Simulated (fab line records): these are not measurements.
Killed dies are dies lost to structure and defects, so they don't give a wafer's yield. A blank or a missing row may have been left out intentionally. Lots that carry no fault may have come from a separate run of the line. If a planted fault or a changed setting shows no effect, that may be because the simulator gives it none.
Which tool is to blame? ; flow gf180mcu ; Sampling: 7 lots, 21 wafers, 3 of 602 route steps

WHAT THE GAUGES READ, wafer by wafer
GF_HV_LDD_TW_MEAS_23.
lot;measured;on;HV_LDD_2_TW
L680;day 11 05:08;film metro-04;1063 1061 1063
L683;day 11 23:21;film metro-01;1070 1066 1071
L685;day 13 06:37;film metro-03;1072 1064 1066
L691;day 14 23:42;film metro-03;1313 1321 1312
L695;day 15 21:45;film metro-01;1069 1069 1067
L698;day 17 09:32;film metro-03;1059 1062 1053
L700;day 17 20:04;film metro-01;1062 1058 1062

WHAT TOOL EACH LOT RAN ON (gives the tool, then ch and the chambers of the sampled wafers, and finally the start)
lot;GF_VT_IMPLANT_STRIP_42;GF_HV_LDD_IMPLANT_21
L680;plasma asher-04 ch 0, day 7 22:19;implanter-03 ch 0, day 11 04:53
L683;plasma asher-04 ch 0,1, day 8 15:20;implanter-01 ch 0, day 11 23:08
L685;plasma asher-03 ch 0,1, day 9 18:11;implanter-01 ch 0, day 13 06:22
L691;plasma asher-02 ch 0, day 11 07:14;implanter-01 ch 0, day 14 23:05
L695;plasma asher-02 ch 0,1, day 12 02:50;implanter-01 ch 0, day 15 21:30
L698;plasma asher-03 ch 0,1, day 13 10:52;implanter-01 ch 0, day 17 09:19
L700;plasma asher-02 ch 0,1, day 13 19:42;implanter-03 ch 0, day 17 19:51
- GF_VT_IMPLANT_STRIP_42: strips in O2/N2.
- GF_HV_LDD_IMPLANT_21

THE ANSWER, worked out from the rows above alone
Rule: the lots themselves supply what counts as usual. The widest of any qualifying gaps counts: lots, ordered by their means at a reading, are off when they make up no more than a third of the lots, leave a main group of 4 or more, and stand apart from it by 3 or more times the standard deviation of that group's means. The tables above print the reading to a certain number of digits; a main group whose means all agree to those digits is not used. A lot without any number at a reading at which 4 lots or more have one is off too. The other lots that the step has rows for count as sound.
Off: at GF_HV_LDD_TW_MEAS_23 (HV_LDD_2_TW), L691. For the main group the mean is 1064 and the standard deviation 4.2.
A tool fits if, at a process step before that reading, it ran every lot that is off, and no sound lot after the first of them. Gauges at GF_HV_LDD_TW_MEAS_23: tried the same way as those tools. Of those tried, none fits.

WHAT THE SIMULATOR HAD PUT IN
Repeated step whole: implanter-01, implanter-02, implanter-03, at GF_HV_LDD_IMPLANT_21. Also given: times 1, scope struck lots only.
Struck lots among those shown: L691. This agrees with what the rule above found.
